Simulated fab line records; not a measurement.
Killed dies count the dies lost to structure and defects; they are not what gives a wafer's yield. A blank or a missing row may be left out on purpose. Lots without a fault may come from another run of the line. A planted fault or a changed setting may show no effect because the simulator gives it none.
Matching of chambers :: flow sky130 :: cmp-02 running SKY_VIA2_CMP_02: 3 sister chambers
The step polishes SiO2. 6 wafers are shown with their chamber, then 4 later ones without.

== WAFERS PAIRED WITH THEIR CHAMBERS ==
wafer: L341.3
chamber: 0
motor-current-A (A): 12.0
head-pressure-psi (psi): 3.995

wafer: L341.5
chamber: 1
motor-current-A (A): 11.9
head-pressure-psi (psi): 3.997

wafer: L345.1
chamber: 0
motor-current-A (A): 12.1
head-pressure-psi (psi): 4.005

wafer: L345.3
chamber: 1
motor-current-A (A): 11.7
head-pressure-psi (psi): 3.995

wafer: L345.5
chamber: 2
motor-current-A (A): 11.3
head-pressure-psi (psi): 3.999

wafer: L348.2
chamber: 2
motor-current-A (A): 12.7
head-pressure-psi (psi): 3.990

== WAFERS WHOSE CHAMBER IS MISSING ==
wafer: L349.2
motor-current-A (A): 12.5
head-pressure-psi (psi): 3.999

wafer: L349.5
motor-current-A (A): 12.6
head-pressure-psi (psi): 4.006

wafer: L351.2
motor-current-A (A): 12.2
head-pressure-psi (psi): 4.017

wafer: L351.6
motor-current-A (A): 10.9
head-pressure-psi (psi): 4.009

== THE CHAMBER EACH PASSED THROUGH ==
wafer: L349.2
from the rows above: can't be placed: 0 or 2 or 1
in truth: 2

wafer: L349.5
from the rows above: can't be placed: 0 or 1 or 2
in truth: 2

wafer: L351.2
from the rows above: can't be placed: 0 or 1 or 2
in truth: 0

wafer: L351.6
from the rows above: can't be placed: 0 or 1 or 2
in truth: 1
Placed correctly: 0 of 4. Cannot be placed on the basis of these rows: 4; the candidates contain the true chamber in 4. Number placed wrongly: 0.
How it was worked out, from the rows above alone: a wafer's distance from a chamber is the root of the sum, over the readings, of the square of ((its reading less the chamber's mean) divided by the reading's scatter). If the next closest chamber is less than 2 further off than the closest, the wafer can't be placed; otherwise it belongs to the closest. A chamber's mean is the mean of its shown wafers. The scatter is the square root of a quotient: the sum, over the shown wafers, of each reading's squared deviation from its chamber's mean, divided by wafers minus chambers.
